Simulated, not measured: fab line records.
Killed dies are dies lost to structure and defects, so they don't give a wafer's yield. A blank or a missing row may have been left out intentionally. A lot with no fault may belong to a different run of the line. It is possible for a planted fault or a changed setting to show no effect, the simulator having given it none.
Which tool was responsible? | flow sky130 | Sampling: 10 lots, 30 wafers, 6 of 708 route steps

## WHAT THE GAUGES SHOWED, per wafer
Not one reading of a measure or inspect step in the record can be checked against a usual standard deviation.

## EACH LOT AND THE TOOL THAT RAN IT (in order: tool; ch and the chambers of the sampled wafers; start)
lot  | SKY_VIA4_CMP_21               | SKY_METAL5_SPUTTER_01        | SKY_METAL5_SPUTTER_03        | SKY_METAL5_METAL_ETCH_15          | SKY_METAL5_STRIP_16                  | SKY_PAD_OPEN_PROBE_99
L590 | cmp-02 ch 1,2,3, day 43 14:45 | pvd sputter-02, day 43 15:04 | pvd sputter-02, day 43 15:09 | rie metal-04 ch 0,1, day 44 14:09 | plasma asher-01 ch 0, day 44 14:23   | prober-02, day 46 12:16
L592 | cmp-01 ch 0,2,3, day 44 05:02 | pvd sputter-02, day 44 05:12 | pvd sputter-02, day 44 05:17 | rie metal-02 ch 0,1, day 45 03:59 | plasma asher-01 ch 0,1, day 45 04:10 | prober-02, day 47 01:20
L596 | cmp-02 ch 0,1,3, day 45 00:47 | pvd sputter-01, day 45 01:01 | pvd sputter-01, day 45 01:05 | rie metal-02 ch 0,1, day 45 22:40 | plasma asher-02 ch 0,1, day 45 22:52 | prober-02, day 47 19:28
L597 | cmp-01 ch 1,3, day 45 08:20   | pvd sputter-01, day 45 08:36 | pvd sputter-01, day 45 08:41 | rie metal-04 ch 0,1, day 46 05:12 | plasma asher-04 ch 0,1, day 46 05:26 | prober-01, day 47 23:33
L598 | cmp-01 ch 0,2,3, day 45 18:05 | pvd sputter-03, day 45 18:24 | pvd sputter-03, day 45 18:29 | rie metal-03 ch 0,1, day 46 15:30 | plasma asher-04 ch 0,1, day 46 15:44 | prober-02, day 48 10:50
L605 | cmp-01 ch 0,1,3, day 47 09:59 | pvd sputter-02, day 47 10:12 | pvd sputter-02, day 47 10:17 | rie metal-04 ch 0,1, day 48 06:15 | plasma asher-02 ch 0,1, day 48 06:29 | prober-01, day 49 21:32
L606 | cmp-01 ch 0,1,2, day 47 13:43 | pvd sputter-02, day 47 13:53 | pvd sputter-02, day 47 13:58 | rie metal-04 ch 0,1, day 48 09:42 | plasma asher-01 ch 0,1, day 48 09:56 | prober-02, day 49 23:20
L607 | cmp-01 ch 0,1,2, day 47 15:58 | pvd sputter-02, day 47 16:14 | pvd sputter-02, day 47 16:19 | rie metal-03 ch 0,1, day 48 11:45 | plasma asher-02 ch 0,1, day 48 11:59 | prober-01, day 50 02:29
L608 | cmp-01 ch 0,1, day 48 03:02   | pvd sputter-02, day 48 03:21 | pvd sputter-02, day 48 03:26 | rie metal-03 ch 0,1, day 48 21:25 | plasma asher-02 ch 0,1, day 48 21:37 | prober-02, day 50 10:26
L609 | cmp-01 ch 0,3, day 48 07:18   | pvd sputter-02, day 48 07:34 | pvd sputter-02, day 48 07:39 | rie metal-02 ch 0,1, day 49 02:07 | plasma asher-02 ch 0,1, day 49 02:22 | prober-01, day 50 14:18
- SKY_VIA4_CMP_21: polishes, stops on SiO2, t overpolish 25 s, target thk 0 nm.
- SKY_METAL5_SPUTTER_01: material TiN, target thk 20 nm, time 16.7 s.
- SKY_METAL5_SPUTTER_03: material Ti, target thk 5 nm, time 3.3 s.
- SKY_METAL5_METAL_ETCH_15: etches the open film in Cl2/BCl3, stops on SiO2, target depth 1260 nm, time 252 s.
- SKY_METAL5_STRIP_16: strips in O2/N2.
- SKY_PAD_OPEN_PROBE_99

## WHAT THE TOOLS THEMSELVES READ (means of the sampled wafers that have a number; where no wafer has one, the mark that the record gives instead)
SKY_VIA4_CMP_21.
lot  | tool   | head pressure psi (psi) | motor current A (A) | overpolish run s (s) | time to endpoint s (s)
L590 | cmp-02 | 3.495                   | 11.3                | 24.996               | 125
L592 | cmp-01 | 3.496                   | 10.3                | 24.998               | 131
L596 | cmp-02 | 3.501                   | 11.3                | 25.007               | 124
L597 | cmp-01 | 3.496                   | 11.1                | 24.996               | 129
L598 | cmp-01 | 3.500                   | 10.1                | 25.005               | 128
L605 | cmp-01 | 3.502                   | 11.4                | 24.994               | 124
L606 | cmp-01 | 3.502                   | 9.6                 | 24.998               | 124
L607 | cmp-01 | 3.500                   | 10.1                | 24.993               | 124
L608 | cmp-01 | 3.494                   | 11.0                | 25.004               | 127
L609 | cmp-01 | 3.496                   | 11.5                | 25.009               | 128

SKY_METAL5_SPUTTER_01.
lot  | tool           | throttle valve pct (%)
L590 | pvd sputter-02 | 30.8
L592 | pvd sputter-02 | 30.0
L596 | pvd sputter-01 | 31.1
L597 | pvd sputter-01 | 31.9
L598 | pvd sputter-03 | 30.1
L605 | pvd sputter-02 | 30.1
L606 | pvd sputter-02 | 30.2
L607 | pvd sputter-02 | 29.4
L608 | pvd sputter-02 | 30.7
L609 | pvd sputter-02 | 30.6

SKY_METAL5_SPUTTER_03.
lot  | tool           | throttle valve pct (%)
L590 | pvd sputter-02 | 30.7
L592 | pvd sputter-02 | 30.1
L596 | pvd sputter-01 | 31.1
L597 | pvd sputter-01 | 32.0
L598 | pvd sputter-03 | 30.1
L605 | pvd sputter-02 | 30.1
L606 | pvd sputter-02 | 30.2
L607 | pvd sputter-02 | 29.3
L608 | pvd sputter-02 | 30.6
L609 | pvd sputter-02 | 30.6

SKY_METAL5_METAL_ETCH_15.
lot  | tool         | bcl3 flow sccm (sccm) | bias w (W) | drypump motor current A (A) | mfc cl2 sccm (sccm) | oes product au (a.u.) | throttle valve pct (%)
L590 | rie metal-04 | 30.08                 | 48.59      | 5.5                         | 60.18               | 0.898                 | 22.257
L592 | rie metal-02 | 29.83                 | 48.30      | 5.8                         | 60.09               | 0.892                 | 22.270
L596 | rie metal-02 | 30.07                 | 48.51      | 5.6                         | 60.05               | 0.896                 | 22.267
L597 | rie metal-04 | 29.91                 | 48.62      | 5.5                         | 60.04               | 0.898                 | 22.271
L598 | rie metal-03 | 30.03                 | 48.53      | 5.8                         | 59.89               | 0.896                 | 22.262
L605 | rie metal-04 | 30.07                 | 60.10      | 5.5                         | 59.94               | 0.895                 | 22.263
L606 | rie metal-04 | 29.95                 | 60.12      | 5.6                         | 59.95               | 0.898                 | 22.266
L607 | rie metal-03 | 29.91                 | 48.51      | 5.5                         | 59.99               | 0.891                 | 22.267
L608 | rie metal-03 | 29.98                 | 48.52      | 5.8                         | 59.96               | 0.897                 | 22.272
L609 | rie metal-02 | 29.94                 | 48.34      | 5.8                         | 59.89               | 0.893                 | 22.266

SKY_METAL5_STRIP_16.
lot  | tool            | drypump motor current A (A) | o2 flow sccm (sccm) | oes product au (a.u.) | strip time to endpoint s (s)
L590 | plasma asher-01 | 6.7                         | 3000                | 0.710                 | 13.14
L592 | plasma asher-01 | 6.5                         | 3002                | 0.709                 | 13.07
L596 | plasma asher-02 | 5.6                         | 2998                | 0.704                 | 13.16
L597 | plasma asher-04 | 6.2                         | 3009                | 0.709                 | 13.03
L598 | plasma asher-04 | 6.0                         | 3000                | 0.713                 | 13.13
L605 | plasma asher-02 | 5.6                         | 3004                | 0.713                 | 12.17
L606 | plasma asher-01 | 6.6                         | 3001                | 0.716                 | 12.23
L607 | plasma asher-02 | 5.8                         | 3019                | 0.710                 | 13.09
L608 | plasma asher-02 | 5.8                         | 3003                | 0.711                 | 13.06
L609 | plasma asher-02 | 5.8                         | 3005                | 0.707                 | 12.93

SKY_PAD_OPEN_PROBE_99.
lot  | tool      | defect limited yield (%) | killed_at_M0_to_M3 | killed_at_M4_up | killed at contacts | killed at front end | killed at other | killed dies | killed open | killed short | sort_bin_3_pad_short (%) | sort_bin_5_function (%) | sort_bin_6_memory (%) | sort n pass | sort yield pct (%)
L590 | prober-02 | 83.7                     | 35                 | 3.0             | 23                 | 18                  | 0.3             | 80          | 38          | 40           | 0.5                      | 9.6                     | 6.2                   | 412         | 83.7
L592 | prober-02 | 81.3                     | 49                 | 4.7             | 19                 | 19                  | 0.3             | 92          | 47          | 44           | 0.7                      | 11.5                    | 6.6                   | 400         | 81.3
L596 | prober-02 | 81.7                     | 43                 | 3.7             | 26                 | 17                  | 0.0             | 90          | 49          | 41           | 1.2                      | 11.1                    | 6.0                   | 402         | 81.7
L597 | prober-01 | 83.3                     | 45                 | 3.0             | 23                 | 11                  | 0.3             | 82          | 41          | 42           | 0.8                      | 10.2                    | 5.8                   | 410         | 83.3
L598 | prober-02 | 81.8                     | 48                 | 1.7             | 28                 | 11                  | 0.3             | 89          | 60          | 29           | 0.7                      | 11.0                    | 6.5                   | 403         | 81.8
L605 | prober-01 | 83.5                     | 44                 | 2.3             | 24                 | 10                  | 0.7             | 81          | 42          | 39           | 0.6                      | 11.0                    | 4.9                   | 411         | 83.5
L606 | prober-02 | 84.4                     | 40                 | 2.7             | 20                 | 14                  | 0.3             | 77          | 38          | 39           | 0.9                      | 8.9                     | 5.8                   | 415         | 84.4
L607 | prober-01 | 81.9                     | 49                 | 2.7             | 19                 | 18                  | 0.0             | 89          | 46          | 43           | 1.1                      | 9.3                     | 7.6                   | 403         | 81.9
L608 | prober-02 | 84.0                     | 38                 | 4.3             | 21                 | 15                  | 0.0             | 79          | 37          | 42           | 0.9                      | 9.6                     | 5.4                   | 413         | 84.0
L609 | prober-01 | 84.0                     | 40                 | 2.3             | 21                 | 15                  | 0.3             | 79          | 49          | 29           | 0.7                      | 10.1                    | 5.2                   | 413         | 84.0

## THE ANSWER, worked out from the rows above alone
Rule: what is usual is taken from the lots themselves. The widest of any qualifying gaps counts: lots, ordered by their means at a reading, are off when they make up no more than a third of the lots, leave a main group of 4 or more, and stand apart from it by 3 or more times the standard deviation of that group's means. The tables above print the reading to a certain number of digits; a main group whose means all agree to those digits is not used. A lot without any number at a reading at which 4 lots or more have one is off too. Where the step has rows for the other lots, those lots are counted as sound. After the gauges, taken in route order, come the tools' own readings; for these a lot's mean is taken, as printed above. At the first step where some lot is off, the reading lying furthest off is the one used; lots without a number count as furthest.
Off: L605, L606 (SKY_METAL5_METAL_ETCH_15, bias w). The main group has a mean of 48.49 W with a standard deviation of 0.11.
If a tool, at that step or one of the process steps before it, ran each lot that is off and ran no sound lot following the first of them, it fits. One candidate fits, namely rie metal-04 at SKY_METAL5_METAL_ETCH_15. Its last sound lot is L597 (day 46 05:12), its first lot that is off L605 (day 48 06:15): a fault that began between those two fits.
The tool's own readings at SKY_METAL5_METAL_ETCH_15 bear it out: on the lots that are off they differ by more than 5 times the standard deviation of the sound lots' means. bias w reads 60.11 W there against 48.49 W on the sound lots.

## WHAT HAD BEEN PUT IN BY THE SIMULATOR
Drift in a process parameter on rie metal-04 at SKY_METAL5_METAL_ETCH_15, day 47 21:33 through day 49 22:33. The setting bias w was moved by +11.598, starting from 48.5. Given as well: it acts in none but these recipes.
Shown lots that were struck: L605, L606. Same finding as the rule above.
